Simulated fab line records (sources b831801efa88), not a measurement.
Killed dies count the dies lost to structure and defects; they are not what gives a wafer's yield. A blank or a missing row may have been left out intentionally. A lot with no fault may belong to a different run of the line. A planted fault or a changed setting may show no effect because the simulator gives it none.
Matching of chambers | flow gf180mcu | GF_SAB_ETCH_11 on rieDiel-03 has 4 sister chambers
The step etches SiO2 in C4F8/O2/Ar, target depth 55 nm, time 8.5 s. 4 wafers are shown with their chamber, then 8 later ones without.

== WAFERS, EACH WITH ITS CHAMBER ==
wafer  | chamber | oesProductAu (a.u.)
L157.4 | 2       | 1.012
L160.6 | 1       | 0.994
L162.2 | 3       | 1.010
L162.5 | 0       | 1.021

== WAFERS WHOSE CHAMBER IS MISSING ==
wafer  | oesProductAu (a.u.)
L162.6 | 0.999
L164.2 | 1.005
L164.5 | 1.008
L164.6 | 1.001
L165.3 | 1.001
L165.4 | 1.010
L166.2 | 1.001
L166.6 | 1.007

== CHAMBER TAKEN BY EACH ==
wafer  | from the rows above          | in truth
L162.6 | can't be placed: 1 or 3 or 2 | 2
L164.2 | can't be placed: 3 or 2 or 1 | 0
L164.5 | can't be placed: 3 or 2      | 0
L164.6 | can't be placed: 1 or 3 or 2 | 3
L165.3 | can't be placed: 1 or 3 or 2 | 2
L165.4 | can't be placed: 3 or 2      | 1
L166.2 | can't be placed: 1 or 3 or 2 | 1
L166.6 | can't be placed: 3 or 2 or 1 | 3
Correct placement for 0 of the 8. From these rows, 8 cannot be placed; in 5 the true chamber is one of the candidates. Wrongly placed: 0.
How it was worked out, from the rows above alone: a wafer's distance from a chamber is the root of the sum, over the readings, of the square of ((its reading less the chamber's mean) divided by the reading's scatter). If the next closest chamber is less than 2 further off than the closest, the wafer can't be placed; otherwise it belongs to the closest. A chamber's mean is the mean of its shown wafers. The scatter: with one shown wafer a chamber, the root of the mean of the squares of how far each hidden wafer lies from its nearest shown one.
